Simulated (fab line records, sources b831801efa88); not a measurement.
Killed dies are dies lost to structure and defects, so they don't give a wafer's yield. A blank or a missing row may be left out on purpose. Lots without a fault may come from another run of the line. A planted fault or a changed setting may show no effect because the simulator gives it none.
A struck lot beside a sound one | flow gf180mcu | 43 steps out of a route of 602
Sound: wafers L653.1, L653.3, L653.6. Struck: wafer L662.3. (L662.4, L662.5 of the same lot were not struck and are left out.) The cause comes at the end.
At each step with rows: each side's tool, then ch and its chambers, then its first start. Under that, the readings that differ: sound wafers | struck wafers | difference of the means | sigmas: that difference in standard deviations of wafers without a fault.
alike: readings whose means differ by less than 2 such deviations, and words and numbers that are the same on both sides. not compared: withheld readings, readings that some wafer has no value for, bounds like >300 that may hide the same value, and numbers for which the record gives no deviation and whose values overlap.
The two part at a step that has a row with sigmas, a row that says differs or no value, or rows on one side only. Numbers that don't overlap but have no deviation are shown without sigmas and don't part them. A reading that every wafer of one side lacks parts them only if that side has two wafers or more.

first, 1 step without rows for these wafers: GF_CONTACT_CMP_04 (polishes SiO2).
GF_CONTACT_BOW_MEAS_05:
  sound on film_metro-04, day 18 11:12; struck on film_metro-01, day 21 06:55
  alike: CONTACT_BOW
then, 8 steps without rows for these wafers: GF_CONTACT_DEHYDRATE_06 (time 60 s); GF_CONTACT_HMDS_07 (prime time 60 s); GF_CONTACT_COAT_08; GF_CONTACT_COAT_09 (resist thk 1000 nm); GF_CONTACT_SOFTBAKE_10 (time 60 s); GF_CONTACT_EXPOSE_11 (exposes mask Contact, target cd 220 nm); GF_CONTACT_PEB_12 (peb time 90 s); GF_CONTACT_DEVELOP_13 (develop time 60 s).
GF_CONTACT_CD_MEAS_14: target cd 220 nm.
  sound on cd_sem-01, day 19 11:03; struck on cd_sem-02, day 22 07:05
  reading    | sound             | struck | difference | sigmas
  cd_nm (nm) | 220.5 220.3 218.8 | 216.7  | -3.2       | -3
GF_CONTACT_OVL_MEAS_15:
  sound on overlay-02, day 19 11:10; struck on overlay-02, day 22 07:11
  alike: CONTACT_OVL
GF_CONTACT_ETCH_16: etches BARC in N2/H2.
  sound on rie_diel-01 ch 0,1,2, day 19 11:12; struck on rie_diel-04 ch 0, day 22 07:13
  alike: drypump_motor_current_A, oes_product_au, throttle_valve_pct
GF_CONTACT_ETCH_17: etches SiO2 in C4F8/O2/Ar, stops on CoSi2, target depth 860 nm.
  sound on rie_diel-01 ch 0,1,2; struck on rie_diel-04 ch 0
  alike: oes_product_au
GF_CONTACT_STRIP_18: strips in O2/N2.
  sound on plasma_asher-03 ch 0,1, day 19 11:22; struck on plasma_asher-04 ch 0, day 22 07:24
  alike: drypump_motor_current_A, heater_power_w, oes_product_au
  not compared: rf_hours_counter_h
then, 3 steps without rows for these wafers: GF_CONTACT_CLEAN_19 (cleans in SPM); GF_CONTACT_CLEAN_20 (cleans in DIW); GF_CONTACT_CLEAN_21 (cleans in dHF, time 20 s).
GF_CONTACT_SPUTTER_22: material Ti, target thk 15 nm, time 80.02 s.
  sound on pvd_sputter-02, day 19 11:40; struck on pvd_sputter-02, day 22 07:40
  alike: cathode_dc_power_W, throttle_valve_pct
then, 2 steps without rows for these wafers: GF_CONTACT_SPUTTER_23 (material TiN, target thk 10 nm, time 40 s); GF_CONTACT_CVD_24 (deposits W, target thk 300 nm, time 90.339 s).
GF_CONTACT_RS_MEAS_25: measures by four-point-probe.
  sound on film_metro-03, day 19 11:52; struck on film_metro-01, day 22 07:55
  alike: CONTACT_W_RS
GF_CONTACT_THK_MEAS_26: measures by xrf.
  sound on film_metro-03, day 19 11:59; struck on film_metro-01, day 22 08:01
  reading            | sound       | struck | difference | sigmas
  CONTACT_W_THK (nm) | 299 293 295 | 306    | +10        | +2
GF_CONTACT_CMP_27: polishes, stops on SiO2, t overpolish 15 s, target thk 0 nm.
  sound on cmp-02 ch 0,1,2, day 19 12:05; struck on cmp-01 ch 0, day 22 08:03
  alike: motor_current_A, overpolish_run_s, time_to_endpoint_s
then, 4 steps without rows for these wafers: GF_M1_SPUTTER_00 (material Ti, target thk 37.5 nm, time 150 s); GF_M1_SPUTTER_01 (material TiN, target thk 30 nm, time 25 s); GF_M1_SPUTTER_02 (material AlCu, target thk 450 nm, time 23.9 s); GF_M1_SPUTTER_03 (material Ti, target thk 10 nm, time 6.7 s).
GF_M1_SPUTTER_04: material TiN, target thk 50 nm, time 41.7 s.
  sound on pvd_sputter-01, day 19 12:31; struck on pvd_sputter-03, day 22 08:32
  alike: cathode_dc_power_W, throttle_valve_pct
GF_M1_RS_MEAS_05: measures by four-point-probe.
  sound on film_metro-01, day 19 12:34; struck on film_metro-01, day 22 08:37
  alike: M1_ALCU_RS
GF_M1_THK_MEAS_06: measures by xrf.
  sound on film_metro-01, day 19 12:41; struck on film_metro-01, day 22 08:43
  alike: M1_ALCU_THK
then, 7 steps without rows for these wafers: GF_M1_DEHYDRATE_07 (time 60 s); GF_M1_HMDS_08 (prime time 60 s); GF_M1_COAT_09 (resist thk 1000 nm); GF_M1_SOFTBAKE_10 (time 60 s); GF_M1_EXPOSE_11 (exposes mask Metal1, target cd 230 nm); GF_M1_PEB_12 (peb time 90 s); GF_M1_DEVELOP_13 (develop time 60 s).
GF_M1_CD_MEAS_14: target cd 230 nm.
  sound on cd_sem-02, day 20 12:51; struck on cd_sem-02, day 23 07:53
  alike: cd_nm
GF_M1_OVL_MEAS_15:
  sound on overlay-01, day 20 12:58; struck on overlay-01, day 23 07:59
  alike: M1_OVL
then, 2 steps without rows for these wafers: GF_M1_METAL_ETCH_16 (etches the open film in Cl2/BCl3, stops on SiO2, target depth 627.5 nm, time 104.6 s); GF_M1_STRIP_17 (strips in O2/N2).
-- the record jumps here: 10 days lie between the struck wafers' starts before and after (it left off in module M1 and takes up again in module PASSIVATION, whose first step shown is number 602 of the route) --
GF_PASSIVATION_PROBE_99:
  the record has rows for the struck wafers here (prober-02, day 33 16:58) and none for the sound ones

WHERE THEY PART
First at GF_CONTACT_CD_MEAS_14; last, within this record, at GF_PASSIVATION_PROBE_99.

WHY: what the simulator had put in
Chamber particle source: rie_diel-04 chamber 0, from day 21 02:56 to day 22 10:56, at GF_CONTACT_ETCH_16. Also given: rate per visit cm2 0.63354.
